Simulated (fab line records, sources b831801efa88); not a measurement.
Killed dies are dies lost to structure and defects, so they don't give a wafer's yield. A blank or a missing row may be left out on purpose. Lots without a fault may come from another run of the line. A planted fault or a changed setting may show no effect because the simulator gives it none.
One fault seen from 2 desks | flow sky130 | each desk has only its own numbers; what lay behind them comes last

THE METROLOGY DESK
What the gauges read, lot by lot, whatever tool the lot ran on: means of the sampled wafers that have a number. A lot is out of limits, marked OUT, if its mean lies more than 4 standard deviations from the usual mean; the brackets give that distance.
Columns: A = SONOS_ONO_OXIDATION_THK at SKY_SONOS_ONO_THK_MEAS_01, usual 2.58 nm; B = GATE_OXIDE_OXIDATION_00_THK at SKY_GATE_OXIDE_THK_MEAS_02, usual 10.25 nm; C = LDD_P_TW at SKY_LDD_P_TW_MEAS_11, usual 637; D = LDD_HVN_OVL at SKY_LDD_HVN_OVL_MEAS_07, usual 0.8 nm
lot  | first seen here | A    | B     | C              | D
L378 | day 12 17:03    | 2.68 | 9.94  | 649            | 1.3
L381 | day 13 14:51    | 2.51 | 10.42 | 631            | -0.7
L383 | day 14 01:23    | 2.63 | 9.98  | 650            | -0.2
L384 | day 14 13:51    | 2.59 | 10.16 | 626            | -0.3
L385 | day 14 17:52    | 2.55 | 10.39 | 629            | -1.5
L386 | day 15 01:58    | 2.55 | 10.26 | 648            | 2.2
L387 | day 15 08:17    | 2.47 | 10.59 | 633            | -0.7
L389 | day 16 00:58    | 2.62 | 10.21 | 631            | 1.7
L390 | day 16 07:54    | 2.56 | 10.24 | 631            | 1.6
L395 | day 17 14:57    | 2.61 | 10.47 | 632            | 1.9
L397 | day 18 12:01    | 2.59 | 10.46 | 598 (-4.3) OUT | -2.6
L398 | day 19 06:10    | 2.51 | 10.26 | 649            | 1.7
L399 | day 19 08:13    | 2.62 | 10.41 | 597 (-4.5) OUT | 1.8
This desk's finding: out of limits on L397, L399; first on L397, day 26 20:28 (LDD_P_TW at SKY_LDD_P_TW_MEAS_11). In limits: L378, L381, L383, L384, L385, L386, L387, L389, L390, L395, L398.

THE TOOL OWNER'S DESK: implanter-04
The tool's own readings at SKY_LDD_P_IMPLANT_09: means of the sampled wafers that have a number, for each lot that ran on this tool. A lot is out of limits, marked OUT, if its mean lies more than 4 standard deviations from the usual mean; the brackets give that distance.
Columns: A = dose_ions_cm2 at SKY_LDD_P_IMPLANT_09, usual 9.997e+12; B = faraday_current_uA at SKY_LDD_P_IMPLANT_09, usual 56.4
lot  | first seen here | A                           | B
L378 | day 20 07:34    | 9.983e+12                   | 55.7
L381 | day 21 13:14    | 9.991e+12                   | 57.1
L384 | day 22 21:41    | 1.000e+13                   | 56.0
L386 | day 23 07:09    | 1.000e+13                   | 57.4
L387 | day 23 12:34    | 1.000e+13                   | 57.9
L389 | day 24 09:55    | 1.000e+13                   | 56.7
L397 | day 26 20:15    | 8.503e+12 (-99 or more) OUT | 48.6 (-7.1) OUT
L399 | day 27 15:07    | 8.493e+12 (-99 or more) OUT | 48.4 (-7.3) OUT
This desk's finding: out of limits on L397, L399; first on L397, day 26 20:15 (dose_ions_cm2 at SKY_LDD_P_IMPLANT_09). In limits: L378, L381, L384, L386, L387, L389.

PUT TOGETHER
The tool owner's desk could have raised an alarm at day 26 20:15, on L397, L399.
The metrology desk could have raised an alarm at day 26 20:28, on L397, L399.
Of the lots named, all ran SKY_LDD_P_IMPLANT_09 on implanter-04.

WHAT THE SIMULATOR HAD PUT IN
Process parameter drift: implanter-04, from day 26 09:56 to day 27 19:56, at SKY_LDD_P_IMPLANT_09. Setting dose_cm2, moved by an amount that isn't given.
Lots struck among those shown: L397, L399.
Hours from the fault's start to each desk's first reading out of limits: the tool owner's desk, 10; the metrology desk, 11.
